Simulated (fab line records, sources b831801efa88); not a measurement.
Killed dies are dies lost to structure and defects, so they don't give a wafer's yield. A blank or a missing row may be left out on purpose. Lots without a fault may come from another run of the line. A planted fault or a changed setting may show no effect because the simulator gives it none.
Problem report in the 8D (eight disciplines) form, filled by code | flow gf180mcu | the parts of the form that need people (team, actions taken, sign-off) are left out

1. THE PROBLEM
CONTACT_W_RS at GF_CONTACT_RS_MEAS_25 reads a mean of 0.351 ohm/sq on 4 wafers of 2 lots; wafers without a fault read 0.382 ohm/sq with a standard deviation of 0.0051. That is -6.0 standard deviations from the usual mean.
The step: measures by four-point-probe.
First seen on wafer L617.3, day 23 02:46, on film_metro-04. The record holds 36 wafers of 12 lots with a number at this step. Rule for "out", or "out of limits": more than 4 standard deviations from the usual mean. The other wafers with a number count as sound.

2. WHAT IT IS AND WHAT IT IS NOT
question                    | is                             | is not
which readings at this step | CONTACT_W_RS                   | -
which lots                  | L617, L620                     | L599, L601, L602, L604, L606, L608, L609, L614, L619, L621
which wafers of those lots  | L617.3, L617.6, L620.1, L620.6 | L617.5, L620.3
read on which gauges        | film_metro-01, film_metro-04   | film_metro-03
when                        | from day 23 02:46              | up to then (25 sound wafers); but 7 sound wafers of L619, L620, L621 came after

3. SUSPECTS, AND WHAT RULES EACH OUT
Counting: a tool at a process step up to the reading stays a suspect if it ran every lot that is out. Sound lots after the first of them don't rule it out here, since some wafers of a struck lot are sound.
- the gauge at GF_CONTACT_RS_MEAS_25: ruled out. The wafers that are out were read on 2 gauges (film_metro-01, film_metro-04).
- pecvd-04 at GF_CONTACT_CVD_02 (deposits SiO2 from TEOS, target thk 860 nm, time 95.992 s): kept. It ran every lot that is out, first L617 (day 22 02:28); its last sound lot up to then is L614 (day 21 03:37).
- cvd_w-02 at GF_CONTACT_CVD_24 (deposits W, target thk 300 nm, time 90.339 s): kept. It ran every lot that is out, first L617 (day 23 02:40); its last sound lot up to then is L614 (day 22 04:17).
- Within cvd_w-02 at GF_CONTACT_CVD_24: the wafers that are out ran in chamber 0; their sound lot-mates ran in chamber 1.
Left after counting: pecvd-04 at GF_CONTACT_CVD_02, cvd_w-02 at GF_CONTACT_CVD_24.

4. THE CAUSE (what the simulator had put in)
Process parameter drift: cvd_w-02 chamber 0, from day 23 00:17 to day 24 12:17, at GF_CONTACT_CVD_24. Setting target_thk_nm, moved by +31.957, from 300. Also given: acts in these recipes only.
Counting left 2 suspects, and this tool is among them.

5. THE CHAIN OF EFFECTS, in route order
Each row: a reading whose mean over the struck wafers that have a number lies more than 3 standard deviations from the usual. Only readings for which the record gives a usual standard deviation are gone through. hours: the time from each lot's start at the first step in this table that gives one to its start at this step, as a median over the lots. sigmas: the change in usual standard deviations.
hours | step                   | reading       | usual        | on struck wafers | change | sigmas
0     | GF_CONTACT_RS_MEAS_25  | CONTACT_W_RS  | 0.382 ohm/sq | 0.351            | -0.031 | -6.0
0     | GF_CONTACT_THK_MEAS_26 | CONTACT_W_THK | 299 nm       | 325              | +26    | +5.9

6. WHAT WOULD HAVE CAUGHT IT SOONER
In this record the first reading out of limits at a measuring or inspecting step was taken at day 23 02:46, 2 hours after the fault began at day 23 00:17.
Of the tool readings at GF_CONTACT_CVD_24 for which the record gives a usual standard deviation, none was out on any struck wafer, so an alarm limit of 4 standard deviations on them would not have fired.
Of the lots that are out (2), L620 began GF_CONTACT_CVD_24 on cvd_w-02 after day 23 02:46. A hold on the tool at that time would have spared it.
